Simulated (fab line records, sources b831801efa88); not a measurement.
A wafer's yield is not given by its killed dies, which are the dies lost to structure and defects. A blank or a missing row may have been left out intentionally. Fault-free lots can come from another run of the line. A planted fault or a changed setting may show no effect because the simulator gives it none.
Struck lot and sound lot, side by side | flow sky130 | 15 steps out of a route of 708
Sound: these wafers, L580.1, L580.4, L580.5. The struck wafers were L593.1, L593.3, L593.4. The cause comes at the end.
Order at every step that has rows: each side's tool, ch and its chambers, its first start. Under that, the readings that differ: sound wafers | struck wafers | difference of the means | sigmas: that difference in standard deviations of wafers without a fault.
alike: words and numbers the same on both sides, and readings whose means are apart by under 2 such deviations; not compared: readings that were withheld, readings missing a value for some wafer, numbers with overlapping values and no deviation given by the record, and bounds like >300 which may hide the same value.
Wherever a step has rows on one side only, a row that says differs or no value, or a row with sigmas, the two part there. When numbers do not overlap yet have no deviation, they are printed without sigmas and do not part them. A reading missing from all wafers of one side parts the sides only when that side holds two or more wafers.

SKY_VIA3_CMP_02: polishes SiO2.
  sound on cmp-02 ch 0,2,3, day 39 10:43; struck on cmp-02 ch 0,2,3, day 42 23:47
  alike: head_pressure_psi, motor_current_A, slurry_flow_ml_min
SKY_VIA3_BOW_MEAS_03:
  sound on film_metro-04, day 39 10:58; struck on film_metro-01, day 43 00:05
  alike: VIA3_BOW
then, 8 steps without rows for these wafers: SKY_VIA3_DEHYDRATE_04 (time 60 s); SKY_VIA3_HMDS_05 (prime time 60 s); SKY_VIA3_COAT_06 (resist thk 60 nm); SKY_VIA3_COAT_07 (resist thk 450 nm); SKY_VIA3_SOFTBAKE_08 (time 90 s); SKY_VIA3_EXPOSE_09 (exposes mask VIM3, target cd 200 nm); SKY_VIA3_PEB_10; SKY_VIA3_DEVELOP_11 (develop time 60 s).
SKY_VIA3_CD_MEAS_12: target cd 200 nm.
  sound on cd_sem-02, day 40 11:46; struck on cd_sem-01, day 43 22:51
  alike: cd_nm
SKY_VIA3_OVL_MEAS_13:
  sound on overlay-02, day 40 11:53; struck on overlay-02, day 43 22:58
  alike: VIA3_OVL
SKY_VIA3_ETCH_14: etches BARC in N2/H2, stops on SiO2, time 45.9 s, target depth 60 nm.
  sound on rie_diel-02 ch 1,2,3, day 40 11:56; struck on rie_diel-03 ch 0,1,2, day 43 23:01
  reading    | sound              | struck               | difference | sigmas
  bias_w (W) | 99.61 100.00 99.79 | 115.05 114.80 114.78 | +15.08     | +54
  alike: drypump_motor_current_A, h2_flow_sccm, oes_product_au, throttle_valve_pct
  not compared: rf_hours_counter_h
SKY_VIA3_ETCH_15: etches SiO2 in C4F8/O2/Ar, stops on TiN, target depth 507 nm, time 78 s.
  sound on rie_diel-02 ch 1,2,3, day 40 11:58; struck on rie_diel-03 ch 0,1,2, day 43 23:03
  alike: bias_w, oes_product_au
  not compared: rf_hours_counter_h
-- the record jumps here: 6 days lie between the struck wafers' starts before and after (it left off in module VIA3 and takes up again in module PAD_OPEN, whose first step shown is number 708 of the route) --
SKY_PAD_OPEN_PROBE_99:
  sound on prober-02, day 46 14:10; struck on prober-02, day 49 12:43
  alike: defect_limited_yield, killed_at_M0_to_M3, killed_at_M4_up, killed_at_contacts, killed_at_front_end, killed_at_other, killed_dies, killed_on_rim, killed_open, killed_short, sort_bin_3_pad_short, sort_bin_5_function, sort_bin_6_memory, sort_n_pass, sort_yield_pct

## WHERE THEY PART
SKY_VIA3_ETCH_14 only, going by this record. Later steps at which nothing parts them and some readings are alike: SKY_VIA3_ETCH_15, SKY_PAD_OPEN_PROBE_99.

WHY: what had been put in by the simulator
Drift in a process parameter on rie_diel-03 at SKY_VIA3_ETCH_14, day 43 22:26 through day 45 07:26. Setting bias_w shifted by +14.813 from 100. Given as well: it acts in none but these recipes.
